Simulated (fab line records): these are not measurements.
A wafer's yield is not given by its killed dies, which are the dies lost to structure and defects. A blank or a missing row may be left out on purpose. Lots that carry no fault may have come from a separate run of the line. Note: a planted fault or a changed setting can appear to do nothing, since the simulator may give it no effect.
Shared-tool check ; flow gf180mcu ; Sampled: 12 lots, 36 wafers

REASON FOR OPENING
3 of 12 lots carry a flag on the reading STI_CVD_03_THK at GF_STI_THK_MEAS_04. Wafers without a fault read 207.7 nm, standard deviation 1.8.
Rule: a lot is flagged in two cases, either no wafer of it has a number, or all its wafers with numbers fall more than 4 standard deviations from that mean. The other lots count as sound.

lot;measured;on;STI_CVD_03_THK (nm), wafer by wafer;flag
L615;day 1 18:34;film metro-04;205.9 207.4 207.1;
L616;day 1 23:34;film metro-04;210.9 208.2 208.1;
L620;day 2 19:34;film metro-02;206.9 206.8 209.0;
L621;day 3 03:59;film metro-03;410.5 410.9 413.0;FLAGGED
L622;day 3 06:11;film metro-02;207.6 208.9 209.5;
L623;day 3 12:43;film metro-04;413.2 414.1 416.6;FLAGGED
L624;day 3 18:18;film metro-02;412.7 414.9 413.0;FLAGGED
L625;day 3 20:39;film metro-04;208.8 207.8 206.3;
L626;day 4 02:01;film metro-02;207.8 209.3 207.1;
L633;day 5 13:33;film metro-04;209.0 208.0 207.1;
L636;day 6 03:35;film metro-04;206.3 209.0 207.3;
L637;day 6 09:34;film metro-02;203.6 203.7 204.8;
On average the flagged lots read 413.2 nm, which is +205.5 nm against the usual, or +99 or more standard deviations.

LOT BY LOT: THE TOOL USED
The record holds 1 process step before the reading, out of a route of 602 steps. In each cell: the tool, then ch and the chambers that the sampled wafers went through, then the start.
lot;flag;GF_STI_CVD_03
L615;;lpcvd-02 ch 0, day 1 16:34
L616;;lpcvd-02 ch 0, day 1 21:34
L620;;lpcvd-01 ch 0, day 2 17:34
L621;FLAGGED;lpcvd-02 ch 0, day 2 23:50
L622;;lpcvd-02 ch 0, day 3 04:11
L623;FLAGGED;lpcvd-02 ch 0, day 3 08:34 and lpcvd-01 ch 0, day 3 10:44
L624;FLAGGED;lpcvd-02 ch 0, day 3 14:01
L625;;lpcvd-01 ch 0, day 3 18:40
L626;;lpcvd-01 ch 1, day 4 00:01
L633;;lpcvd-02 ch 1, day 5 10:34
L636;;lpcvd-01 ch 0, day 6 01:34
L637;;lpcvd-02 ch 0, day 6 06:34
These steps, and what they do:
- GF_STI_CVD_03: deposits Si3N4 from DCS/NH3, target thk 207.16 nm, time 3551 s.
- GF_STI_THK_MEAS_04

FLAGGED AGAINST TOTAL, ONE TOOL AT A TIME (gauges that did the reading follow at the end)
step;tool;lots run;flagged;share of the flagged lots;sound lots run after its first flagged lot
GF_STI_CVD_03;lpcvd-01;5;1;some;3 (L625,L626,L636)
GF_STI_CVD_03;lpcvd-02;8;3;all;3 (L622,L633,L637)
GF_STI_THK_MEAS_04;film metro-02;5;1;some;2 (L626,L637)
GF_STI_THK_MEAS_04;film metro-03;1;1;some;0
GF_STI_THK_MEAS_04;film metro-04;6;1;some;3 (L625,L633,L636)

WHAT THE TABLE PERMITS
1 row of the table ran every flagged lot: lpcvd-02 at GF_STI_CVD_03.
- lpcvd-02 at GF_STI_CVD_03: 3 of its 8 lots flagged. Sound lots followed the first flagged one (L622, L633, L637) on it, something a lasting fault affecting the whole tool could not allow.
Not one row of the table ran every flagged lot while running no sound lot after the first.

WHAT THE SIMULATOR HAD PUT IN
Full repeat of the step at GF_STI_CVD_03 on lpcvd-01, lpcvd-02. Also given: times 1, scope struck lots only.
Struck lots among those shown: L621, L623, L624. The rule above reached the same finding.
